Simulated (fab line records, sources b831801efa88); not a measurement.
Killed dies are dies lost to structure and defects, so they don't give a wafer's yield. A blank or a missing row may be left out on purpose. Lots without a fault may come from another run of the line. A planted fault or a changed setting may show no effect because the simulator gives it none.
A struck lot beside a sound one | flow sfq_line | 41 steps out of a route of 325
Sound: wafers L245.1, L245.3, L245.5. Struck: wafer L236.2. (L236.5 of the same lot was not struck and is left out.) The cause comes at the end.
At each step with rows: each side's tool, then ch and its chambers, then its first start. Under that, the readings that differ: sound wafers | struck wafers | difference of the means | sigmas: that difference in standard deviations of wafers without a fault.
alike: readings whose means differ by less than 2 such deviations, and words and numbers that are the same on both sides. not compared: withheld readings, readings that some wafer has no value for, bounds like >300 that may hide the same value, and numbers for which the record gives no deviation and whose values overlap.
The two part at a step that has a row with sigmas, a row that says differs or no value, or rows on one side only. Numbers that don't overlap but have no deviation are shown without sigmas and don't part them. A reading that every wafer of one side lacks parts them only if that side has two wafers or more.

first, 6 steps without rows for these wafers: SFQ_TRILAYER_I2_VIA_LITHO_COAT_072 (resist thk 62 nm); SFQ_TRILAYER_I2_VIA_LITHO_COAT_067 (resist thk 650 nm); SFQ_TRILAYER_I2_VIA_LITHO_SOFTBAKE_071; SFQ_TRILAYER_I2_VIA_LITHO_EXPOSE_068 (exposes mask I2, target cd 500 nm); SFQ_TRILAYER_I2_VIA_LITHO_PEB_070 (peb time 60 s); SFQ_TRILAYER_I2_VIA_LITHO_DEVELOP_069 (time 60 s).
SFQ_I2_OVL_MEAS_918:
  sound on overlay-01, day 39 04:12; struck on overlay-01, day 34 14:53
  alike: I2_OVL
then, 5 steps without rows for these wafers: SFQ_TRILAYER_I2_VIA_BARC_OPEN_VIA_ETCH_096 (etches BARC in O2, target depth 125 nm, time 41.7 s); SFQ_TRILAYER_I2_VIA_ETCH_VIA_ETCH_070 (etches SiO2 in CHF3, stops on Nb, target depth 260 nm); SFQ_TRILAYER_I2_VIA_STRIP_STRIP_071 (strips in O2); SFQ_TRILAYER_I2_VIA_STRIP_SOLV_CLEAN_072 (cleans in NMP, time 600 s); SFQ_TRILAYER_M3_DEP_PRE_CLEAN_074 (time 22.5 s).
SFQ_TRILAYER_M3_DEP_SPUTTER_073: material Nb, target thk 200 nm, time 133.3 s.
  sound on pvd_sputter-03, day 39 05:12; struck on pvd_sputter-04, day 34 16:05
  reading                                             | sound             | struck | difference | sigmas
  substrate_temp_c (C)                                | 20.01 19.82 20.20 | 19.75  | -0.26      | -2
  model.Nb_of_TRILAYER_M3_DEP_SPUTTER_073.thk_nm (nm) | 200.9 199.4 199.6 | 334.8  | +134.8     |
  alike: resputter_cathode_voltage_v, throttle_valve_pct
SFQ_M3_RS_MEAS_919: measures by four-point-probe.
  sound on film_metro-03, day 39 05:17; struck on film_metro-04, day 34 16:29
  reading           | sound             | struck | difference | sigmas
  M3_NB_RS (ohm/sq) | 0.883 0.894 0.894 | 0.530  | -0.360     | -40
  not compared: hold
then, 5 steps without rows for these wafers: SFQ_TRILAYER_M3_LITHO_COAT_075 (resist thk 600 nm); SFQ_TRILAYER_M3_LITHO_SOFTBAKE_079; SFQ_TRILAYER_M3_LITHO_EXPOSE_076 (exposes mask M3, target cd 500 nm); SFQ_TRILAYER_M3_LITHO_PEB_078 (peb time 60 s); SFQ_TRILAYER_M3_LITHO_DEVELOP_077 (time 60 s).
-- the record jumps here: 6 days lie between the struck wafers' starts before and after --
SFQ_M3_OVL_MEAS_921:
  sound on overlay-01, day 45 21:45; struck on overlay-01, day 40 18:52
  alike: M3_OVL
SFQ_TRILAYER_M3_BARC_OPEN_METAL_ETCH_100: etches BARC in O2, target depth 125 nm, time 41.7 s.
  sound on rie_metal-01 ch 1, day 45 21:47; struck on rie_metal-04 ch 0, day 40 18:53
  alike: drypump_motor_current_A, oes_product_au
  not compared: rf_hours_counter_h
SFQ_TRILAYER_M3_ETCH_METAL_ETCH_078: etches Nb in Cl2/Ar, stops on SiO2, target depth 240 nm, time 120 s.
  sound on rie_metal-01 ch 1, day 45 21:50; struck on rie_metal-04 ch 0, day 40 18:57
  reading               | sound             | struck | difference | sigmas
  oes_product_au (a.u.) | 0.895 0.893 0.898 | 0.993  | +0.098     | +14
  alike: drypump_motor_current_A
  not compared: rf_hours_counter_h
then, 2 steps without rows for these wafers: SFQ_TRILAYER_M3_STRIP_STRIP_079 (strips in O2); SFQ_TRILAYER_M3_STRIP_SOLV_CLEAN_080 (cleans in NMP, time 600 s).
SFQ_TRILAYER_I3_DEP_PECVD_081: deposits SiO2 from SiH4/N2O, time 111.11 s, target thk 500 nm.
  sound on pecvd-01 ch 0,2, day 45 22:44; struck on pecvd-04 ch 0, day 40 19:51
  alike: heater_power_w, throttle_valve_pct
SFQ_TRILAYER_I3_CMP_CMP_082: polishes SiO2.
  sound on cmp-01 ch 1,2, day 46 06:13; struck on cmp-02 ch 0, day 40 20:26
  alike: motor_current_A, slurry_flow_ml_min, time_to_endpoint_s
SFQ_I3_BOW_MEAS_922:
  sound on film_metro-01, day 46 09:13; struck on film_metro-01, day 40 22:57
  alike: I3_BOW
then, 7 steps without rows for these wafers: SFQ_TRILAYER_I3_METRO_MEASURE_083; SFQ_TRILAYER_I3_VIA_LITHO_COAT_090 (resist thk 62 nm); SFQ_TRILAYER_I3_VIA_LITHO_COAT_085 (resist thk 650 nm); SFQ_TRILAYER_I3_VIA_LITHO_SOFTBAKE_089; SFQ_TRILAYER_I3_VIA_LITHO_EXPOSE_086 (exposes mask I3, target cd 500 nm); SFQ_TRILAYER_I3_VIA_LITHO_PEB_088 (peb time 60 s); SFQ_TRILAYER_I3_VIA_LITHO_DEVELOP_087 (time 60 s).
-- the record jumps here: 7 days lie between the struck wafers' starts before and after --
SFQ_I3_OVL_MEAS_923:
  sound on overlay-02, day 51 19:28; struck on overlay-02, day 47 15:28
  alike: I3_OVL
then, 1 step without rows for these wafers: SFQ_TRILAYER_I3_VIA_BARC_OPEN_VIA_ETCH_121 (etches BARC in O2, target depth 125 nm, time 41.7 s).
SFQ_TRILAYER_I3_VIA_ETCH_VIA_ETCH_088: etches SiO2 in CHF3, stops on Nb, target depth 260 nm.
  sound on rie_diel-03 ch 2,3, day 51 19:33; struck on rie_diel-02 ch 1, day 47 15:32
  alike: drypump_motor_current_A, oes_product_au
SFQ_TRILAYER_I3_VIA_STRIP_STRIP_089: strips in O2.
  sound on rie_metal-01 ch 0,1, day 51 19:40; struck on rie_metal-01 ch 1, day 47 15:40
  alike: drypump_motor_current_A, oes_product_au
  not compared: rf_hours_counter_h
then, 2 steps without rows for these wafers: SFQ_TRILAYER_I3_VIA_STRIP_SOLV_CLEAN_090 (cleans in NMP, time 600 s); SFQ_TRILAYER_M4_DEP_PRE_CLEAN_092 (time 22.5 s).
-- the record jumps here: 39 days lie between the struck wafers' starts before and after --
SFQ_M8_BOW_MEAS_951:
  sound on film_metro-04, day 92 08:38; struck on film_metro-04, day 86 15:25
  reading                       | sound                | struck | difference | sigmas
  model.etest.m3.comb_log10_ohm | 12 12 12             | 0      | -12        |
  model.etest.m3.ohm_sq         | 0.8859 0.8926 0.8915 | 0.5315 | -0.3585    |
  alike: M8_BOW

WHERE THEY PART
First at SFQ_TRILAYER_M3_DEP_SPUTTER_073; last, within this record, at SFQ_TRILAYER_M3_ETCH_METAL_ETCH_078. Later steps at which nothing parts them and some readings are alike: SFQ_TRILAYER_I3_DEP_PECVD_081, SFQ_TRILAYER_I3_CMP_CMP_082, SFQ_I3_BOW_MEAS_922, SFQ_I3_OVL_MEAS_923, SFQ_TRILAYER_I3_VIA_ETCH_VIA_ETCH_088, SFQ_TRILAYER_I3_VIA_STRIP_STRIP_089, SFQ_M8_BOW_MEAS_951.

WHY: what the simulator had put in
Process parameter drift: pvd_sputter-04, from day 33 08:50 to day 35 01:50, at SFQ_TRILAYER_M3_DEP_SPUTTER_073. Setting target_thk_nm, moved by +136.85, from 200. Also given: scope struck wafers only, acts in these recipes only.
